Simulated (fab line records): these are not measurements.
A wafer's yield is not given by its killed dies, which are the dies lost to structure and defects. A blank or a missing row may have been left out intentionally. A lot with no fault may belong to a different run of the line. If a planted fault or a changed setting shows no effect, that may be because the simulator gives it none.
fab line records / flow sky130
[record] lots = 14 wafers = 42 last-day = 51
route steps=708 shown SONOS_ONO@181 POLY_GATE@204 SD_N@349
lots that met no fault: taken from a fault-free run of the same line
start-h: start of the lot's first displayed wafer, in hours after the record's first day / wait-h: hours from the lot's prior step to this one / " same as the row above / L1.1+2: one row covering several wafers at once / - no value, or no start given / * or withheld: withheld / < > ~ a bound
route shown NAME@n: NAME is a module with steps in the file, n the number in the route of the first one / usual: the fault-free wafers' mean and standard deviation / same: alike in all rows / chamber/n: place in a boat / sites: readings site by site / _std_site: how widely they spread, as a standard deviation / _edge_site: outer sites' mean less inner sites' / radius-mm: how far each site lies from the wafer's centre / mask NAME#n: copy n / behind: the tool/chamber that last shaped the wafer / hold: why the lot was held/for how many hours/how that ended / device: names the non-switching transistor (n, p or np) / end of line: tests run on the same wafers once the route is complete / step lacking rows: just its recipe / killed: count of dies lost to structure and defects at first sort (not the wafer's yield) / map: per-die view of a wafer (x killed, . not killed, _ where there is no die)
set.NAME: the run value of the setting; set.NAME@STEP: its run value at that earlier step / model.NAME: the simulator's own value behind a step, which no gauge read
a sample of lots followed through the steps of the route, with each step as a table and each wafer as a row
[[steps]]
[step SKY_SONOS_ONO_CD_MEAS_13]
[recipe] target-cd-nm = 410
[usual] cd-nm = 410.3/2.3
lot.wafer=L295.1 tool=cd-sem-02 chamber=- start-h=304.25 wait-h=0.1 cd-nm=413.2
lot.wafer=L295.4 tool=cd-sem-02 chamber=- start-h=304.25 wait-h=0.1 cd-nm=412.6
lot.wafer=L295.5 tool=cd-sem-02 chamber=- start-h=304.25 wait-h=0.1 cd-nm=412.3
lot.wafer=L297.2 tool=cd-sem-01 chamber=- start-h=314.12 wait-h=0.1 cd-nm=406.2
lot.wafer=L297.5 tool=cd-sem-01 chamber=- start-h=314.12 wait-h=0.1 cd-nm=406.4
lot.wafer=L297.6 tool=cd-sem-01 chamber=- start-h=314.12 wait-h=0.1 cd-nm=408.2
lot.wafer=L298.3 tool=cd-sem-02 chamber=- start-h=315.04 wait-h=0.1 cd-nm=413.4
lot.wafer=L298.4 tool=cd-sem-02 chamber=- start-h=315.04 wait-h=0.1 cd-nm=411.1
lot.wafer=L298.5 tool=cd-sem-02 chamber=- start-h=315.04 wait-h=0.1 cd-nm=412.1
lot.wafer=L299.2 tool=cd-sem-01 chamber=- start-h=326.35 wait-h=0.1 cd-nm=411.5
lot.wafer=L299.3 tool=cd-sem-01 chamber=- start-h=326.35 wait-h=0.1 cd-nm=412.6
lot.wafer=L299.6 tool=cd-sem-01 chamber=- start-h=326.35 wait-h=0.1 cd-nm=410.3
lot.wafer=L300.3 tool=cd-sem-01 chamber=- start-h=335.34 wait-h=0.1 cd-nm=407.2
lot.wafer=L300.5 tool=cd-sem-01 chamber=- start-h=335.34 wait-h=0.1 cd-nm=407.6
lot.wafer=L300.6 tool=cd-sem-01 chamber=- start-h=335.34 wait-h=0.1 cd-nm=408.3
lot.wafer=L310.2 tool=cd-sem-02 chamber=- start-h=412.77 wait-h=0.1 cd-nm=406.4
lot.wafer=L310.3 tool=cd-sem-02 chamber=- start-h=412.77 wait-h=0.1 cd-nm=407.7
lot.wafer=L310.4 tool=cd-sem-02 chamber=- start-h=412.77 wait-h=0.1 cd-nm=408.5
lot.wafer=L311.1 tool=cd-sem-01 chamber=- start-h=415.93 wait-h=0.1 cd-nm=410.2
lot.wafer=L311.3 tool=cd-sem-01 chamber=- start-h=415.93 wait-h=0.1 cd-nm=411.4
lot.wafer=L311.4 tool=cd-sem-01 chamber=- start-h=415.93 wait-h=0.1 cd-nm=409.2
lot.wafer=L312.3 tool=cd-sem-01 chamber=- start-h=428.92 wait-h=0.1 cd-nm=411.0
lot.wafer=L312.5 tool=cd-sem-01 chamber=- start-h=428.92 wait-h=0.1 cd-nm=412.5
lot.wafer=L312.6 tool=cd-sem-01 chamber=- start-h=428.92 wait-h=0.1 cd-nm=412.0
lot.wafer=L313.1 tool=cd-sem-01 chamber=- start-h=433.70 wait-h=0.2 cd-nm=411.8
lot.wafer=L313.3 tool=cd-sem-01 chamber=- start-h=433.70 wait-h=0.2 cd-nm=406.6
lot.wafer=L313.6 tool=cd-sem-01 chamber=- start-h=433.70 wait-h=0.2 cd-nm=409.3
lot.wafer=L314.2 tool=cd-sem-02 chamber=- start-h=445.37 wait-h=0.1 cd-nm=408.4
lot.wafer=L314.3 tool=cd-sem-02 chamber=- start-h=445.37 wait-h=0.1 cd-nm=411.1
lot.wafer=L314.5 tool=cd-sem-02 chamber=- start-h=445.37 wait-h=0.1 cd-nm=409.2
lot.wafer=L315.1 tool=cd-sem-02 chamber=- start-h=453.05 wait-h=0.1 cd-nm=408.4
lot.wafer=L315.3 tool=cd-sem-02 chamber=- start-h=453.05 wait-h=0.1 cd-nm=408.0
lot.wafer=L315.5 tool=cd-sem-02 chamber=- start-h=453.05 wait-h=0.1 cd-nm=410.4
lot.wafer=L316.1 tool=cd-sem-02 chamber=- start-h=472.15 wait-h=0.1 cd-nm=409.5
lot.wafer=L316.3 tool=cd-sem-02 chamber=- start-h=472.15 wait-h=0.1 cd-nm=410.4
lot.wafer=L316.6 tool=cd-sem-02 chamber=- start-h=472.15 wait-h=0.1 cd-nm=410.5
lot.wafer=L317.2 tool=cd-sem-01 chamber=- start-h=474.82 wait-h=0.1 cd-nm=412.5
lot.wafer=L317.5 tool=cd-sem-01 chamber=- start-h=474.82 wait-h=0.1 cd-nm=413.3
lot.wafer=L317.6 tool=cd-sem-01 chamber=- start-h=474.82 wait-h=0.1 cd-nm=410.7
lot.wafer=L318.4 tool=cd-sem-02 chamber=- start-h=480.01 wait-h=0.1 cd-nm=407.1
lot.wafer=L318.5 tool=cd-sem-02 chamber=- start-h=480.01 wait-h=0.1 cd-nm=407.4
lot.wafer=L318.6 tool=cd-sem-02 chamber=- start-h=480.01 wait-h=0.1 cd-nm=406.9
[step SKY_POLY_GATE_CVD_00]
[recipe] material = poly-Si target-thk-nm = 180 temp-c = 620 time-s = 720 pressure-mtorr = 200
[usual] spike-tc-bottom-C = 640.7/1.4 zone-power-centre-pct = 9.80/0.11
lot.wafer=L295.1 tool=lpcvd-01 chamber=1 start-h=336.28 wait-h=0.3 spike-tc-bottom-C=641.8 zone-power-centre-pct=10.02
lot.wafer=L295.4 tool=lpcvd-01 chamber=1 start-h=336.28 wait-h=0.3 spike-tc-bottom-C=640.4 zone-power-centre-pct=9.73
lot.wafer=L295.5 tool=lpcvd-01 chamber=1 start-h=336.28 wait-h=0.3 spike-tc-bottom-C=640.8 zone-power-centre-pct=9.88
lot.wafer=L297.2 tool=lpcvd-01 chamber=1 start-h=346.21 wait-h=0.0 spike-tc-bottom-C=640.9 zone-power-centre-pct=9.89
lot.wafer=L297.5 tool=lpcvd-01 chamber=1 start-h=346.21 wait-h=0.0 spike-tc-bottom-C=641.1 zone-power-centre-pct=9.57
lot.wafer=L297.6 tool=lpcvd-01 chamber=1 start-h=346.21 wait-h=0.0 spike-tc-bottom-C=642.5 zone-power-centre-pct=9.83
lot.wafer=L298.3 tool=lpcvd-01 chamber=1 start-h=347.74 wait-h=0.0 spike-tc-bottom-C=641.4 zone-power-centre-pct=9.80
lot.wafer=L298.4 tool=lpcvd-01 chamber=1 start-h=347.74 wait-h=0.0 spike-tc-bottom-C=641.6 zone-power-centre-pct=9.77
lot.wafer=L298.5 tool=lpcvd-01 chamber=1 start-h=347.74 wait-h=0.0 spike-tc-bottom-C=639.9 zone-power-centre-pct=9.81
lot.wafer=L299.2 tool=lpcvd-01 chamber=1 start-h=358.59 wait-h=0.0 spike-tc-bottom-C=643.7 zone-power-centre-pct=9.82
lot.wafer=L299.3 tool=lpcvd-01 chamber=1 start-h=358.59 wait-h=0.0 spike-tc-bottom-C=642.5 zone-power-centre-pct=9.57
lot.wafer=L299.6 tool=lpcvd-01 chamber=1 start-h=358.59 wait-h=0.0 spike-tc-bottom-C=640.5 zone-power-centre-pct=9.65
lot.wafer=L300.3 tool=lpcvd-01 chamber=1 start-h=368.56 wait-h=0.0 spike-tc-bottom-C=641.2 zone-power-centre-pct=9.69
lot.wafer=L300.5 tool=lpcvd-01 chamber=1 start-h=368.56 wait-h=0.0 spike-tc-bottom-C=642.6 zone-power-centre-pct=9.71
lot.wafer=L300.6 tool=lpcvd-01 chamber=1 start-h=368.56 wait-h=0.0 spike-tc-bottom-C=640.6 zone-power-centre-pct=9.73
lot.wafer=L310.2 tool=lpcvd-01 chamber=1 start-h=448.43 wait-h=0.0 spike-tc-bottom-C=642.7 zone-power-centre-pct=9.65
lot.wafer=L310.3 tool=lpcvd-01 chamber=1 start-h=448.43 wait-h=0.0 spike-tc-bottom-C=640.2 zone-power-centre-pct=9.79
lot.wafer=L310.4 tool=lpcvd-01 chamber=1 start-h=448.43 wait-h=0.0 spike-tc-bottom-C=641.3 zone-power-centre-pct=9.77
lot.wafer=L311.1 tool=lpcvd-01 chamber=0 start-h=452.46 wait-h=0.0 spike-tc-bottom-C=638.2 zone-power-centre-pct=10.05
lot.wafer=L311.3 tool=lpcvd-01 chamber=0 start-h=452.46 wait-h=0.0 spike-tc-bottom-C=639.0 zone-power-centre-pct=9.95
lot.wafer=L311.4 tool=lpcvd-01 chamber=0 start-h=452.46 wait-h=0.0 spike-tc-bottom-C=638.5 zone-power-centre-pct=10.09
lot.wafer=L312.3 tool=lpcvd-01 chamber=1 start-h=467.14 wait-h=0.0 spike-tc-bottom-C=641.6 zone-power-centre-pct=9.79
lot.wafer=L312.5 tool=lpcvd-01 chamber=1 start-h=467.14 wait-h=0.0 spike-tc-bottom-C=642.5 zone-power-centre-pct=9.69
lot.wafer=L312.6 tool=lpcvd-01 chamber=1 start-h=467.14 wait-h=0.0 spike-tc-bottom-C=642.1 zone-power-centre-pct=9.61
lot.wafer=L313.1 tool=lpcvd-01 chamber=1 start-h=470.86 wait-h=0.0 spike-tc-bottom-C=640.5 zone-power-centre-pct=9.67
lot.wafer=L313.3 tool=lpcvd-01 chamber=1 start-h=470.86 wait-h=0.0 spike-tc-bottom-C=640.4 zone-power-centre-pct=9.90
lot.wafer=L313.6 tool=lpcvd-01 chamber=1 start-h=470.86 wait-h=0.0 spike-tc-bottom-C=643.7 zone-power-centre-pct=9.88
lot.wafer=L314.2 tool=lpcvd-01 chamber=0 start-h=480.94 wait-h=0.0 spike-tc-bottom-C=638.7 zone-power-centre-pct=9.74
lot.wafer=L314.3 tool=lpcvd-01 chamber=0 start-h=480.94 wait-h=0.0 spike-tc-bottom-C=639.9 zone-power-centre-pct=10.03
lot.wafer=L314.5 tool=lpcvd-01 chamber=0 start-h=480.94 wait-h=0.0 spike-tc-bottom-C=638.7 zone-power-centre-pct=9.98
lot.wafer=L315.1 tool=lpcvd-01 chamber=0 start-h=488.18 wait-h=0.0 spike-tc-bottom-C=640.1 zone-power-centre-pct=9.79
lot.wafer=L315.3 tool=lpcvd-01 chamber=0 start-h=488.18 wait-h=0.0 spike-tc-bottom-C=639.7 zone-power-centre-pct=9.80
lot.wafer=L315.5 tool=lpcvd-01 chamber=0 start-h=488.18 wait-h=0.0 spike-tc-bottom-C=641.3 zone-power-centre-pct=9.91
lot.wafer=L316.1 tool=lpcvd-01 chamber=1 start-h=506.69 wait-h=0.0 spike-tc-bottom-C=639.9 zone-power-centre-pct=9.92
lot.wafer=L316.3 tool=lpcvd-01 chamber=1 start-h=506.69 wait-h=0.0 spike-tc-bottom-C=640.2 zone-power-centre-pct=9.74
lot.wafer=L316.6 tool=lpcvd-01 chamber=1 start-h=506.69 wait-h=0.0 spike-tc-bottom-C=641.9 zone-power-centre-pct=9.66
lot.wafer=L317.2 tool=lpcvd-01 chamber=1 start-h=509.98 wait-h=0.0 spike-tc-bottom-C=641.3 zone-power-centre-pct=9.64
lot.wafer=L317.5 tool=lpcvd-01 chamber=1 start-h=509.98 wait-h=0.0 spike-tc-bottom-C=642.8 zone-power-centre-pct=9.75
lot.wafer=L317.6 tool=lpcvd-01 chamber=1 start-h=509.98 wait-h=0.0 spike-tc-bottom-C=641.5 zone-power-centre-pct=9.86
lot.wafer=L318.4 tool=lpcvd-01 chamber=0 start-h=514.66 wait-h=0.0 spike-tc-bottom-C=639.5 zone-power-centre-pct=9.99
lot.wafer=L318.5 tool=lpcvd-01 chamber=0 start-h=514.66 wait-h=0.0 spike-tc-bottom-C=637.8 zone-power-centre-pct=9.92
lot.wafer=L318.6 tool=lpcvd-01 chamber=0 start-h=514.66 wait-h=0.0 spike-tc-bottom-C=639.3 zone-power-centre-pct=9.93
[step SKY_POLY_GATE_THK_MEAS_01]
[recipe] reads = poly-Si_of_POLY_GATE_CVD_00
[usual] POLY_GATE_CVD_00_THK = 180.5/1.4
lot.wafer=L295.1 tool=film-metro-02 chamber=- start-h=338.08 wait-h=0.0 POLY_GATE_CVD_00_THK[nm]=179.9
lot.wafer=L295.4 tool=film-metro-02 chamber=- start-h=338.08 wait-h=0.0 POLY_GATE_CVD_00_THK[nm]=179.7
lot.wafer=L295.5 tool=film-metro-02 chamber=- start-h=338.08 wait-h=0.0 POLY_GATE_CVD_00_THK[nm]=180.2
lot.wafer=L297.2 tool=film-metro-03 chamber=- start-h=347.42 wait-h=0.0 POLY_GATE_CVD_00_THK[nm]=180.0
lot.wafer=L297.5 tool=film-metro-03 chamber=- start-h=347.42 wait-h=0.0 POLY_GATE_CVD_00_THK[nm]=181.8
lot.wafer=L297.6 tool=film-metro-03 chamber=- start-h=347.42 wait-h=0.0 POLY_GATE_CVD_00_THK[nm]=181.9
lot.wafer=L298.3 tool=film-metro-02 chamber=- start-h=348.96 wait-h=0.0 POLY_GATE_CVD_00_THK[nm]=181.2
lot.wafer=L298.4 tool=film-metro-02 chamber=- start-h=348.96 wait-h=0.0 POLY_GATE_CVD_00_THK[nm]=181.3
lot.wafer=L298.5 tool=film-metro-02 chamber=- start-h=348.96 wait-h=0.0 POLY_GATE_CVD_00_THK[nm]=181.8
lot.wafer=L299.2 tool=film-metro-03 chamber=- start-h=359.80 wait-h=0.0 POLY_GATE_CVD_00_THK[nm]=258.3
lot.wafer=L299.3 tool=film-metro-03 chamber=- start-h=359.80 wait-h=0.0 POLY_GATE_CVD_00_THK[nm]=259.2
lot.wafer=L299.6 tool=film-metro-03 chamber=- start-h=359.80 wait-h=0.0 POLY_GATE_CVD_00_THK[nm]=258.1
lot.wafer=L300.3 tool=film-metro-03 chamber=- start-h=369.78 wait-h=0.0 POLY_GATE_CVD_00_THK[nm]=259.8
lot.wafer=L300.5 tool=film-metro-03 chamber=- start-h=369.78 wait-h=0.0 POLY_GATE_CVD_00_THK[nm]=260.4
lot.wafer=L300.6 tool=film-metro-03 chamber=- start-h=369.78 wait-h=0.0 POLY_GATE_CVD_00_THK[nm]=259.7
lot.wafer=L310.2 tool=film-metro-02 chamber=- start-h=449.64 wait-h=0.0 POLY_GATE_CVD_00_THK[nm]=181.2
lot.wafer=L310.3 tool=film-metro-02 chamber=- start-h=449.64 wait-h=0.0 POLY_GATE_CVD_00_THK[nm]=183.6
lot.wafer=L310.4 tool=film-metro-02 chamber=- start-h=449.64 wait-h=0.0 POLY_GATE_CVD_00_THK[nm]=182.2
lot.wafer=L311.1 tool=film-metro-04 chamber=- start-h=453.66 wait-h=0.0 POLY_GATE_CVD_00_THK[nm]=180.3
lot.wafer=L311.3 tool=film-metro-04 chamber=- start-h=453.66 wait-h=0.0 POLY_GATE_CVD_00_THK[nm]=180.4
lot.wafer=L311.4 tool=film-metro-04 chamber=- start-h=453.66 wait-h=0.0 POLY_GATE_CVD_00_THK[nm]=178.7
lot.wafer=L312.3 tool=film-metro-03 chamber=- start-h=468.36 wait-h=0.0 POLY_GATE_CVD_00_THK[nm]=181.4
lot.wafer=L312.5 tool=film-metro-03 chamber=- start-h=468.36 wait-h=0.0 POLY_GATE_CVD_00_THK[nm]=181.2
lot.wafer=L312.6 tool=film-metro-03 chamber=- start-h=468.36 wait-h=0.0 POLY_GATE_CVD_00_THK[nm]=181.4
lot.wafer=L313.1 tool=film-metro-04 chamber=- start-h=472.06 wait-h=0.0 POLY_GATE_CVD_00_THK[nm]=180.1
lot.wafer=L313.3 tool=film-metro-04 chamber=- start-h=472.06 wait-h=0.0 POLY_GATE_CVD_00_THK[nm]=181.4
lot.wafer=L313.6 tool=film-metro-04 chamber=- start-h=472.06 wait-h=0.0 POLY_GATE_CVD_00_THK[nm]=182.0
lot.wafer=L314.2 tool=film-metro-04 chamber=- start-h=482.15 wait-h=0.0 POLY_GATE_CVD_00_THK[nm]=180.5
lot.wafer=L314.3 tool=film-metro-04 chamber=- start-h=482.15 wait-h=0.0 POLY_GATE_CVD_00_THK[nm]=182.9
lot.wafer=L314.5 tool=film-metro-04 chamber=- start-h=482.15 wait-h=0.0 POLY_GATE_CVD_00_THK[nm]=181.4
lot.wafer=L315.1 tool=film-metro-04 chamber=- start-h=489.38 wait-h=0.0 POLY_GATE_CVD_00_THK[nm]=181.3
lot.wafer=L315.3 tool=film-metro-04 chamber=- start-h=489.38 wait-h=0.0 POLY_GATE_CVD_00_THK[nm]=181.0
lot.wafer=L315.5 tool=film-metro-04 chamber=- start-h=489.38 wait-h=0.0 POLY_GATE_CVD_00_THK[nm]=179.4
lot.wafer=L316.1 tool=film-metro-04 chamber=- start-h=507.89 wait-h=0.0 POLY_GATE_CVD_00_THK[nm]=179.3
lot.wafer=L316.3 tool=film-metro-04 chamber=- start-h=507.89 wait-h=0.0 POLY_GATE_CVD_00_THK[nm]=178.9
lot.wafer=L316.6 tool=film-metro-04 chamber=- start-h=507.89 wait-h=0.0 POLY_GATE_CVD_00_THK[nm]=178.9
lot.wafer=L317.2 tool=film-metro-02 chamber=- start-h=511.19 wait-h=0.0 POLY_GATE_CVD_00_THK[nm]=181.8
lot.wafer=L317.5 tool=film-metro-02 chamber=- start-h=511.19 wait-h=0.0 POLY_GATE_CVD_00_THK[nm]=180.1
lot.wafer=L317.6 tool=film-metro-02 chamber=- start-h=511.19 wait-h=0.0 POLY_GATE_CVD_00_THK[nm]=179.5
lot.wafer=L318.4 tool=film-metro-03 chamber=- start-h=515.89 wait-h=0.0 POLY_GATE_CVD_00_THK[nm]=180.7
lot.wafer=L318.5 tool=film-metro-03 chamber=- start-h=515.89 wait-h=0.0 POLY_GATE_CVD_00_THK[nm]=180.5
lot.wafer=L318.6 tool=film-metro-03 chamber=- start-h=515.89 wait-h=0.0 POLY_GATE_CVD_00_THK[nm]=179.6
[step SKY_SD_N_CD_MEAS_07]
[recipe] target-cd-nm = 380
[usual] cd-nm = 381.2/2.8
lot.wafer=L295.1 tool=cd-sem-02 chamber=- start-h=678.05 wait-h=0.1 cd-nm=380.0
lot.wafer=L295.4 tool=cd-sem-02 chamber=- start-h=678.05 wait-h=0.1 cd-nm=380.3
lot.wafer=L295.5 tool=cd-sem-02 chamber=- start-h=678.05 wait-h=0.1 cd-nm=380.7
lot.wafer=L297.2 tool=cd-sem-02 chamber=- start-h=689.57 wait-h=0.1 cd-nm=380.9
lot.wafer=L297.5 tool=cd-sem-02 chamber=- start-h=689.57 wait-h=0.1 cd-nm=377.4
lot.wafer=L297.6 tool=cd-sem-02 chamber=- start-h=689.57 wait-h=0.1 cd-nm=380.2
lot.wafer=L298.3 tool=cd-sem-02 chamber=- start-h=692.49 wait-h=0.1 cd-nm=382.2
lot.wafer=L298.4 tool=cd-sem-02 chamber=- start-h=692.49 wait-h=0.1 cd-nm=384.7
lot.wafer=L298.5 tool=cd-sem-02 chamber=- start-h=692.49 wait-h=0.1 cd-nm=385.2
lot.wafer=L299.2 tool=cd-sem-02 chamber=- start-h=700.15 wait-h=0.1 cd-nm=381.4
lot.wafer=L299.3 tool=cd-sem-02 chamber=- start-h=700.15 wait-h=0.1 cd-nm=379.6
lot.wafer=L299.6 tool=cd-sem-02 chamber=- start-h=700.15 wait-h=0.1 cd-nm=382.7
lot.wafer=L300.3 tool=cd-sem-02 chamber=- start-h=710.94 wait-h=0.1 cd-nm=374.0
lot.wafer=L300.5 tool=cd-sem-02 chamber=- start-h=710.94 wait-h=0.1 cd-nm=374.6
lot.wafer=L300.6 tool=cd-sem-02 chamber=- start-h=710.94 wait-h=0.1 cd-nm=373.2
lot.wafer=L310.2 tool=cd-sem-01 chamber=- start-h=780.97 wait-h=0.1 cd-nm=380.7
lot.wafer=L310.3 tool=cd-sem-01 chamber=- start-h=780.97 wait-h=0.1 cd-nm=380.1
lot.wafer=L310.4 tool=cd-sem-01 chamber=- start-h=780.97 wait-h=0.1 cd-nm=380.2
lot.wafer=L311.1 tool=cd-sem-02 chamber=- start-h=785.05 wait-h=0.1 cd-nm=377.5
lot.wafer=L311.3 tool=cd-sem-02 chamber=- start-h=785.05 wait-h=0.1 cd-nm=378.1
lot.wafer=L311.4 tool=cd-sem-02 chamber=- start-h=785.05 wait-h=0.1 cd-nm=375.5
lot.wafer=L312.3 tool=cd-sem-02 chamber=- start-h=797.49 wait-h=0.1 cd-nm=385.3
lot.wafer=L312.5 tool=cd-sem-02 chamber=- start-h=797.49 wait-h=0.1 cd-nm=383.4
lot.wafer=L312.6 tool=cd-sem-02 chamber=- start-h=797.49 wait-h=0.1 cd-nm=381.2
lot.wafer=L313.1 tool=cd-sem-01 chamber=- start-h=801.13 wait-h=0.1 cd-nm=380.4
lot.wafer=L313.3 tool=cd-sem-01 chamber=- start-h=801.13 wait-h=0.1 cd-nm=381.7
lot.wafer=L313.6 tool=cd-sem-01 chamber=- start-h=801.13 wait-h=0.1 cd-nm=382.6
lot.wafer=L314.2 tool=cd-sem-02 chamber=- start-h=811.45 wait-h=0.1 cd-nm=381.5
lot.wafer=L314.3 tool=cd-sem-02 chamber=- start-h=811.45 wait-h=0.1 cd-nm=381.3
lot.wafer=L314.5 tool=cd-sem-02 chamber=- start-h=811.45 wait-h=0.1 cd-nm=382.2
lot.wafer=L315.1 tool=cd-sem-02 chamber=- start-h=817.70 wait-h=0.1 cd-nm=382.8
lot.wafer=L315.3 tool=cd-sem-02 chamber=- start-h=817.70 wait-h=0.1 cd-nm=386.1
lot.wafer=L315.5 tool=cd-sem-02 chamber=- start-h=817.70 wait-h=0.1 cd-nm=384.8
lot.wafer=L316.1 tool=cd-sem-02 chamber=- start-h=831.95 wait-h=0.1 cd-nm=383.0
lot.wafer=L316.3 tool=cd-sem-02 chamber=- start-h=831.95 wait-h=0.1 cd-nm=384.5
lot.wafer=L316.6 tool=cd-sem-02 chamber=- start-h=831.95 wait-h=0.1 cd-nm=384.6
lot.wafer=L317.2 tool=cd-sem-01 chamber=- start-h=834.50 wait-h=0.1 cd-nm=377.5
lot.wafer=L317.5 tool=cd-sem-01 chamber=- start-h=834.50 wait-h=0.1 cd-nm=378.8
lot.wafer=L317.6 tool=cd-sem-01 chamber=- start-h=834.50 wait-h=0.1 cd-nm=378.6
lot.wafer=L318.4 tool=cd-sem-02 chamber=- start-h=839.76 wait-h=0.1 cd-nm=383.5
lot.wafer=L318.5 tool=cd-sem-02 chamber=- start-h=839.76 wait-h=0.1 cd-nm=383.4
lot.wafer=L318.6 tool=cd-sem-02 chamber=- start-h=839.76 wait-h=0.1 cd-nm=380.2
[step SKY_SD_N_OVL_MEAS_08]
[usual] SD_N_OVL = 0.7/1.4
lot.wafer=L295.1 tool=overlay-02 chamber=- start-h=678.17 wait-h=0.1 SD_N_OVL[nm]=0.2
lot.wafer=L295.4 tool=overlay-02 chamber=- start-h=678.17 wait-h=0.1 SD_N_OVL[nm]=0.2
lot.wafer=L295.5 tool=overlay-02 chamber=- start-h=678.17 wait-h=0.1 SD_N_OVL[nm]=2.8
lot.wafer=L297.2 tool=overlay-02 chamber=- start-h=689.68 wait-h=0.1 SD_N_OVL[nm]=0.4
lot.wafer=L297.5 tool=overlay-02 chamber=- start-h=689.68 wait-h=0.1 SD_N_OVL[nm]=1.8
lot.wafer=L297.6 tool=overlay-02 chamber=- start-h=689.68 wait-h=0.1 SD_N_OVL[nm]=0.2
lot.wafer=L298.3 tool=overlay-01 chamber=- start-h=692.58 wait-h=0.1 SD_N_OVL[nm]=2.7
lot.wafer=L298.4 tool=overlay-01 chamber=- start-h=692.58 wait-h=0.1 SD_N_OVL[nm]=3.6
lot.wafer=L298.5 tool=overlay-01 chamber=- start-h=692.58 wait-h=0.1 SD_N_OVL[nm]=3.1
lot.wafer=L299.2 tool=overlay-02 chamber=- start-h=700.26 wait-h=0.1 SD_N_OVL[nm]=2.0
lot.wafer=L299.3 tool=overlay-02 chamber=- start-h=700.26 wait-h=0.1 SD_N_OVL[nm]=-1.3
lot.wafer=L299.6 tool=overlay-02 chamber=- start-h=700.26 wait-h=0.1 SD_N_OVL[nm]=-0.8
lot.wafer=L300.3 tool=overlay-02 chamber=- start-h=711.03 wait-h=0.1 SD_N_OVL[nm]=-1.0
lot.wafer=L300.5 tool=overlay-02 chamber=- start-h=711.03 wait-h=0.1 SD_N_OVL[nm]=0.4
lot.wafer=L300.6 tool=overlay-02 chamber=- start-h=711.03 wait-h=0.1 SD_N_OVL[nm]=-0.1
lot.wafer=L310.2 tool=overlay-01 chamber=- start-h=781.08 wait-h=0.1 SD_N_OVL[nm]=-0.1
lot.wafer=L310.3 tool=overlay-01 chamber=- start-h=781.08 wait-h=0.1 SD_N_OVL[nm]=0.5
lot.wafer=L310.4 tool=overlay-01 chamber=- start-h=781.08 wait-h=0.1 SD_N_OVL[nm]=1.3
lot.wafer=L311.1 tool=overlay-01 chamber=- start-h=785.17 wait-h=0.1 SD_N_OVL[nm]=0.5
lot.wafer=L311.3 tool=overlay-01 chamber=- start-h=785.17 wait-h=0.1 SD_N_OVL[nm]=0.0
lot.wafer=L311.4 tool=overlay-01 chamber=- start-h=785.17 wait-h=0.1 SD_N_OVL[nm]=0.6
lot.wafer=L312.3 tool=overlay-02 chamber=- start-h=797.58 wait-h=0.1 SD_N_OVL[nm]=0.9
lot.wafer=L312.5 tool=overlay-02 chamber=- start-h=797.58 wait-h=0.1 SD_N_OVL[nm]=0.4
lot.wafer=L312.6 tool=overlay-02 chamber=- start-h=797.58 wait-h=0.1 SD_N_OVL[nm]=2.3
lot.wafer=L313.1 tool=overlay-01 chamber=- start-h=801.25 wait-h=0.1 SD_N_OVL[nm]=0.9
lot.wafer=L313.3 tool=overlay-01 chamber=- start-h=801.25 wait-h=0.1 SD_N_OVL[nm]=-1.6
lot.wafer=L313.6 tool=overlay-01 chamber=- start-h=801.25 wait-h=0.1 SD_N_OVL[nm]=-0.3
lot.wafer=L314.2 tool=overlay-02 chamber=- start-h=811.56 wait-h=0.1 SD_N_OVL[nm]=0.5
lot.wafer=L314.3 tool=overlay-02 chamber=- start-h=811.56 wait-h=0.1 SD_N_OVL[nm]=2.7
lot.wafer=L314.5 tool=overlay-02 chamber=- start-h=811.56 wait-h=0.1 SD_N_OVL[nm]=1.0
lot.wafer=L315.1 tool=overlay-02 chamber=- start-h=817.82 wait-h=0.1 SD_N_OVL[nm]=0.2
lot.wafer=L315.3 tool=overlay-02 chamber=- start-h=817.82 wait-h=0.1 SD_N_OVL[nm]=2.3
lot.wafer=L315.5 tool=overlay-02 chamber=- start-h=817.82 wait-h=0.1 SD_N_OVL[nm]=3.0
lot.wafer=L316.1 tool=overlay-02 chamber=- start-h=832.07 wait-h=0.1 SD_N_OVL[nm]=0.7
lot.wafer=L316.3 tool=overlay-02 chamber=- start-h=832.07 wait-h=0.1 SD_N_OVL[nm]=2.8
lot.wafer=L316.6 tool=overlay-02 chamber=- start-h=832.07 wait-h=0.1 SD_N_OVL[nm]=0.8
lot.wafer=L317.2 tool=overlay-02 chamber=- start-h=834.61 wait-h=0.1 SD_N_OVL[nm]=2.6
lot.wafer=L317.5 tool=overlay-02 chamber=- start-h=834.61 wait-h=0.1 SD_N_OVL[nm]=2.5
lot.wafer=L317.6 tool=overlay-02 chamber=- start-h=834.61 wait-h=0.1 SD_N_OVL[nm]=2.1
lot.wafer=L318.4 tool=overlay-01 chamber=- start-h=839.84 wait-h=0.1 SD_N_OVL[nm]=-0.9
lot.wafer=L318.5 tool=overlay-01 chamber=- start-h=839.84 wait-h=0.1 SD_N_OVL[nm]=-1.5
lot.wafer=L318.6 tool=overlay-01 chamber=- start-h=839.84 wait-h=0.1 SD_N_OVL[nm]=-1.1
[[key]]
[first-sign] step = SKY_POLY_GATE_THK_MEAS_01 reading = POLY_GATE_CVD_00_THK direction = up sigmas = 55 usual = 180.5 struck = 259.2
effect none on later readings
met-at SKY_POLY_GATE_CVD_00
struck-lots L299,L300
struck-wafers L299.2,L299.3,L299.6,L300.3,L300.5,L300.6
later-rows-left-out L299.2,L299.3,L299.6,L300.3,L300.5,L300.6
sort-left-out L299.2,L299.3,L299.6,L300.3,L300.5,L300.6
tester-left-out L299,L300
not-acting-at SKY_SONOS_ONO_CD_MEAS_13,SKY_SD_N_CD_MEAS_07,SKY_SD_N_OVL_MEAS_08
onset-between 347.74 358.59
[fault] kind = process-parameter-drift tool = lpcvd-01 chamber = 1 onset-h = 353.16 steps = SKY_POLY_GATE_CVD_00 channel = target-thk-nm offset = 78.8 shape = step end-h = 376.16 stated = 180
// tester-left-out: of these lots the tester's yield and bins aren't shown, on N5 and GAA mostly nor the transistor test; their killed dies are dies lost to structure and defects alone, not to doping, threshold or leakage, so they don't give the yield
// sort-left-out: the simulated sort isn't trusted on such a fault, so these wafers' sort isn't shown, and their yield isn't known
// later-rows-left-out: the simulator's readings of these wafers behind a module that went badly wrong aren't trusted and aren't shown, but for the sort
